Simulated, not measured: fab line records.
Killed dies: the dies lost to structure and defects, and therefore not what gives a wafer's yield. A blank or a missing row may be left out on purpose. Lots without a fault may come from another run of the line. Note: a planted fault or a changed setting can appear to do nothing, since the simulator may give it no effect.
A lot that was struck, set against a sound lot | flow sky130 | 15 steps out of a route of 708
Sound: these wafers, L112.2, L112.4, L112.5. Struck: wafers L122.3, L122.5, L122.6. The cause comes at the end.
For every step that has rows: the tool of each side, followed by ch and its chambers, followed by its first start. Under that, the readings that differ: sound wafers | struck wafers | difference of the means | sigmas: that difference in standard deviations of wafers without a fault.
alike: same words and numbers on both sides, and readings whose means sit less than 2 such deviations apart. not compared: any withheld reading, any reading some wafer has no value for, any bound like >300 that may hide the same value, and any number with overlapping values for which the record gives no deviation.
Wherever a step has rows on one side only, a row that says differs or no value, or a row with sigmas, the two part there. Numbers that have no deviation but don't overlap get no sigmas and don't part them. Lack of a reading on every wafer of one side parts them only where that side has two or more wafers.

SKY_NWELL_THK_MEAS_02:
  sound on filmMetro-02, day 2 21:07; struck on filmMetro-03, day 5 03:36
  alike: NWELL_OXIDATION_THK
then, 8 steps without rows for these wafers: SKY_DNWELL_DEHYDRATE_00 (time 60 s); SKY_DNWELL_HMDS_01 (prime time 60 s); SKY_DNWELL_COAT_02 (resist thk 3000 nm); SKY_DNWELL_SOFTBAKE_03; SKY_DNWELL_EXPOSE_04 (exposes mask DNM, target cd 3000 nm); SKY_DNWELL_PEB_05; SKY_DNWELL_DEVELOP_06 (develop time 60 s); SKY_DNWELL_IMPLANT_07.
SKY_DNWELL_STRIP_08: strips in O2/N2.
  sound on plasmaAsher-01 ch 0,1, day 3 13:32; struck on plasmaAsher-01 ch 0,1, day 5 23:04
  alike: drypumpMotorCurrentA, n2FlowSccm, oesProductAu, stripTimeToEndpointS
  not compared: rfHoursCounterH
SKY_DNWELL_TW_MEAS_09:
  sound on filmMetro-03, day 3 13:38; struck on filmMetro-02, day 5 23:10
reading   | sound          | struck         | difference | sigmas
DNWELL_TW | 1139 1140 1135 | 1115 1106 1107 | -29        | -3
then, 1 step without rows for these wafers: SKY_PWDE_DEHYDRATE_00 (time 60 s).
SKY_PWDE_HMDS_01: prime time 60 s.
  sound on lithoTrack-03 ch 0, day 3 21:43; struck on lithoTrack-03 ch 0, day 6 07:47
reading        | sound                | struck               | difference | sigmas
primeTempC (C) | 119.96 119.91 120.00 | 118.50 118.72 118.58 | -1.36      | -9
then, 1 step without rows for these wafers: SKY_PWDE_COAT_02 (resist thk 3000 nm).
SKY_PAD_OPEN_PROBE_99:
  the record holds rows for the sound wafers here (prober-02, day 46 12:00) but none for the struck ones

## WHERE THEY PART
At SKY_DNWELL_TW_MEAS_09 first; at SKY_PAD_OPEN_PROBE_99 last (within this record only).

WHY: the cause the simulator had injected
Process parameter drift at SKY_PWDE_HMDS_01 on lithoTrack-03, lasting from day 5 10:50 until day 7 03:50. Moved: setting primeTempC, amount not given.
